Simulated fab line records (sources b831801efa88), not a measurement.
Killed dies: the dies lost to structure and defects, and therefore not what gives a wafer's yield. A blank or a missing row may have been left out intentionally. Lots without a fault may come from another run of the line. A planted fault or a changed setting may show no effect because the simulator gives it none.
What tool caused it? ; flow sky130 ; 72 wafers from 24 lots sampled at 3 of the route's 708 steps

== WHAT THE GAUGES SHOWED, per wafer ==
SKY_CONTACT_THK_MEAS_03. Usual: CONTACT_HDPCVD_THK gives 562 nm (standard deviation 5.7).
lot;measured;on;CONTACT_HDPCVD_THK (nm);flag
L074;day 30 21:00;filmMetro-01;558 550 558;
L075;day 30 22:23;filmMetro-01;569 571 572;
L076;day 31 09:53;filmMetro-03;558 560 561;
L077;day 32 04:45;filmMetro-04;562 558 566;
L079;day 32 13:12;filmMetro-04;569 563 564;
L078;day 32 14:11;filmMetro-01;568 567 564;
L080;day 32 14:28;filmMetro-01;556 553 554;
L081;day 33 18:51;filmMetro-04;558 561 563;
L083;day 34 00:36;filmMetro-04;567 557 560;
L082;day 34 04:19;filmMetro-01;558 562 557;
L084;day 34 09:22;filmMetro-03;557 557 566;
L085;day 34 20:35;filmMetro-03;565 569 565;
L086;day 35 02:47;filmMetro-04;563 572 562;
L088;day 35 21:07;filmMetro-04;559 559 557;
L087;day 35 23:02;filmMetro-04;558 556 558;
L089;day 36 00:04;filmMetro-03;562 565 556;
L090;day 36 00:14;filmMetro-01;562 561 557;
L091;day 36 06:55;filmMetro-01;558 564 564;
L092;day 36 09:26;filmMetro-03;568 565 568;
L093;day 36 21:51;filmMetro-03;560 558 561;
L094;day 37 01:32;filmMetro-01;568 572 567;
L095;day 37 07:25;filmMetro-04;561 568 567;
L096;day 37 17:30;filmMetro-01;556 564 556;
L097;day 37 20:45;filmMetro-01;564 556 565;

SKY_VIA2_OVL_MEAS_13. Usual: VIA2_OVL gives 2 nm (standard deviation 5.5).
lot;measured;on;VIA2_OVL (nm);flag
L074;day 36 17:53;overlay-02;-1 5 0;
L075;day 36 19:32;overlay-01;-1 -4 -1;
L076;day 37 07:44;overlay-02;-2 3 0;
L077;day 37 23:34;overlay-02;-2 -1 5;
L079;day 38 08:35;overlay-01;-5 -3 -6;
L078;day 38 09:14;overlay-02;2 -3 10;
L080;day 38 09:45;overlay-01;2 -7 -4;
L081;day 39 11:59;overlay-01;0 3 -1;
L083;day 39 17:50;overlay-01;7 -1 12;
L082;day 39 21:59;overlay-02;15 -2 6;
L084;day 40 02:01;overlay-01;5 13 9;
L085;day 40 12:29;overlay-01;-2 -7 -9;
L086;day 40 18:04;overlay-02;8 7 0;
L088;day 41 10:44;overlay-01;9 4 6;
L087;day 41 11:42;overlay-01;-1 -1 -3;
L089;day 41 14:53;overlay-01;1 -3 4;
L090;day 41 13:19;overlay-02;3 5 -1;
L091;day 41 19:00;overlay-01;4 4 11;
L092;day 41 22:40;overlay-01;4 9 3;
L093;day 42 11:18;overlay-02;4 10 -1;
L094;day 42 12:27;overlay-01;-6 6 0;
L095;day 42 17:38;overlay-01;-6 -4 5;
L096;day 43 02:50;overlay-01;3 10 -3;
L097;day 43 05:47;overlay-02;4 5 10;

== WHAT TOOL EACH LOT RAN ON (gives the tool, then ch and the chambers of the sampled wafers, and finally the start) ==
lot;SKY_VIA1_CMP_02
L074;cmp-02 ch 0,2,3, day 33 06:24
L075;cmp-02 ch 1,2,3, day 33 07:56
L076;cmp-01 ch 1,3, day 33 20:11
L077;cmp-02 ch 0,1,3, day 34 13:41
L079;cmp-02 ch 0,2,3, day 34 22:28
L078;cmp-02 ch 2,3, day 34 22:40
L080;cmp-01 ch 0,1,3, day 34 23:10
L081;cmp-02 ch 0,2,3, day 36 03:41
L083;cmp-02 ch 1,2, day 36 08:19
L082;cmp-02 ch 0,2,3, day 36 12:45
L084;cmp-01 ch 1,2,3, day 36 17:53
L085;cmp-02 ch 0,1,2, day 37 05:28
L086;cmp-01 ch 0,2,3, day 37 11:17
L088;cmp-02 ch 0,1,3, day 38 04:52
L087;cmp-01 ch 1,3, day 38 06:02
L089;cmp-02 ch 0,1,3, day 38 08:58
L090;cmp-01 ch 0,1, day 38 08:56
L091;cmp-02 ch 0,1, day 38 14:13
L092;cmp-01 ch 0,3, day 38 17:20
L093;cmp-02 ch 0,1,2, day 39 06:04
L094;cmp-01 ch 0,2, day 39 08:37
L095;cmp-02 ch 0,3, day 39 14:12
L096;cmp-01 ch 1,3, day 39 23:44
L097;cmp-01 ch 1,2,3, day 40 02:44
- SKY_VIA1_CMP_02: polishes SiO2.

== WHAT THE TOOLS THEMSELVES READ (means of the sampled wafers that have a number; where no wafer has one, the mark that the record gives instead) ==
SKY_VIA1_CMP_02. Usual: motorCurrentA 12.0 A, standard deviation 1.1.
lot;tool;motorCurrentA (A);flag
L074;cmp-02;11.6;
L075;cmp-02;11.0;
L076;cmp-01;11.9;
L077;cmp-02;12.0;
L079;cmp-02;11.8;
L078;cmp-02;11.3;
L080;cmp-01;11.8;
L081;cmp-02;12.1;
L083;cmp-02;11.4;
L082;cmp-02;11.7;
L084;cmp-01;12.9;
L085;cmp-02;11.4;
L086;cmp-01;12.7;
L088;cmp-02;11.7;
L087;cmp-01;12.0;
L089;cmp-02;11.7;
L090;cmp-01;12.2;
L091;cmp-02;11.5;
L092;cmp-01;11.6;
L093;cmp-02;11.3;
L094;cmp-01;13.0;
L095;cmp-02;12.0;
L096;cmp-01;11.6;
L097;cmp-01;13.1;

== THE ANSWER, worked out from the rows above alone ==
Rule: take the mean of a lot's wafers that have a number; if it is more than 3 standard deviations from the usual mean, the lot is off. A lot without any number at a reading at which 4 lots or more have one is off too. All remaining lots with rows at the step are treated as sound. First the gauges in route order, then the tools' own readings, where a lot's mean is used as printed above. At the first step where some lot is off, the reading lying furthest off is the one used; lots without a number count as furthest.
Across all readings shown, no lot is off: no conclusion can be drawn from this.

== WHAT THE SIMULATOR HAD INSERTED ==
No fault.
